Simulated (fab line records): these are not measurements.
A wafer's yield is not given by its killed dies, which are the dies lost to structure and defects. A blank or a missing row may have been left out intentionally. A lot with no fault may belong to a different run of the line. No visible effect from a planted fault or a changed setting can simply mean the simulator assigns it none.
Chamber matching + flow gf180mcu + GF_V3_CMP_26 on cmp-02: 4 sister chambers
The step polishes, stops on SiO2, t overpolish 15 s, target thk 0 nm. 14 wafers are shown with their chamber, then 7 later ones without.

WAFERS WITH THEIR CHAMBER
| wafer  | chamber | motorCurrentA (A) | timeToEndpointS (s) | overpolishRunS (s) |
|--------|---------|-------------------|---------------------|--------------------|
| L381.1 | 2       | 10.0              | 87                  | 15.014             |
| L381.3 | 1       | 10.6              | 93                  | 14.989             |
| L381.5 | 0       | 12.1              | 86                  | 15.016             |
| L382.2 | 3       | 12.6              | 88                  | 14.998             |
| L382.4 | 0       | 12.3              | 88                  | 15.010             |
| L382.6 | 3       | 13.0              | 89                  | 15.007             |
| L383.1 | 1       | 11.2              | 93                  | 14.994             |
| L383.3 | 2       | 9.5               | 82                  | 15.004             |
| L383.4 | 3       | 13.0              | 84                  | 15.008             |
| L384.1 | 1       | 11.0              | 91                  | 15.007             |
| L384.4 | 3       | 13.7              | 85                  | 14.995             |
| L384.5 | 1       | 11.4              | 87                  | 15.011             |
| L386.1 | 0       | 12.3              | 87                  | 15.008             |
| L386.3 | 1       | 11.3              | 92                  | 14.991             |

SIGNATURES, as means of the wafers listed above
| reading         | chamber 0 | chamber 1 | chamber 2 | chamber 3 | scatter within a chamber |
|-----------------|-----------|-----------|-----------|-----------|--------------------------|
| motorCurrentA   | 12.233    | 11.100    | 9.750     | 13.075    | 0.343                    |
| timeToEndpointS | 87.00     | 91.20     | 84.50     | 86.50     | 2.37                     |
| overpolishRunS  | 15.01133  | 14.99840  | 15.00900  | 15.00200  | 0.00778                  |
Rule: for each reading, subtract the chamber's mean from the wafer's reading, divide by that reading's scatter and square the result; add these up over the readings and take the root, which gives the wafer's distance from the chamber. The wafer belongs to the nearest chamber; if the next one is less than 2 further off, it can't be placed. How the scatter is found: for the shown wafers, subtract from each reading the mean of its chamber, square and add these, divide the total by (wafers less chambers), then take the root.

WAFERS WITH NO CHAMBER GIVEN
| wafer  | motorCurrentA (A) | timeToEndpointS (s) | overpolishRunS (s) |
|--------|-------------------|---------------------|--------------------|
| L386.6 | 12.2              | 86                  | 14.995             |
| L387.2 | 12.3              | 86                  | 14.985             |
| L387.3 | 11.0              | 91                  | 15.000             |
| L387.4 | 9.9               | 86                  | 15.003             |
| L388.1 | 12.5              | 84                  | 15.014             |
| L388.4 | 11.6              | 88                  | 15.010             |
| L388.6 | 10.7              | 89                  | 15.014             |

WHICH CHAMBER EACH WENT THROUGH
| wafer  | from the rows above          | in truth |
|--------|------------------------------|----------|
| L386.6 | can't be placed: 0 or 3 or 1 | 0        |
| L387.2 | can't be placed: 3 or 0 or 1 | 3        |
| L387.3 | 1                            | 1        |
| L387.4 | 2                            | 2        |
| L388.1 | can't be placed: 0 or 3      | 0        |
| L388.4 | can't be placed: 0 or 1      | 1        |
| L388.6 | can't be placed: 1 or 2      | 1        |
Correct placement for 2 of the 7. Not placeable from these rows: 5 (in 5, the candidates include the true chamber). 0 placed wrongly.
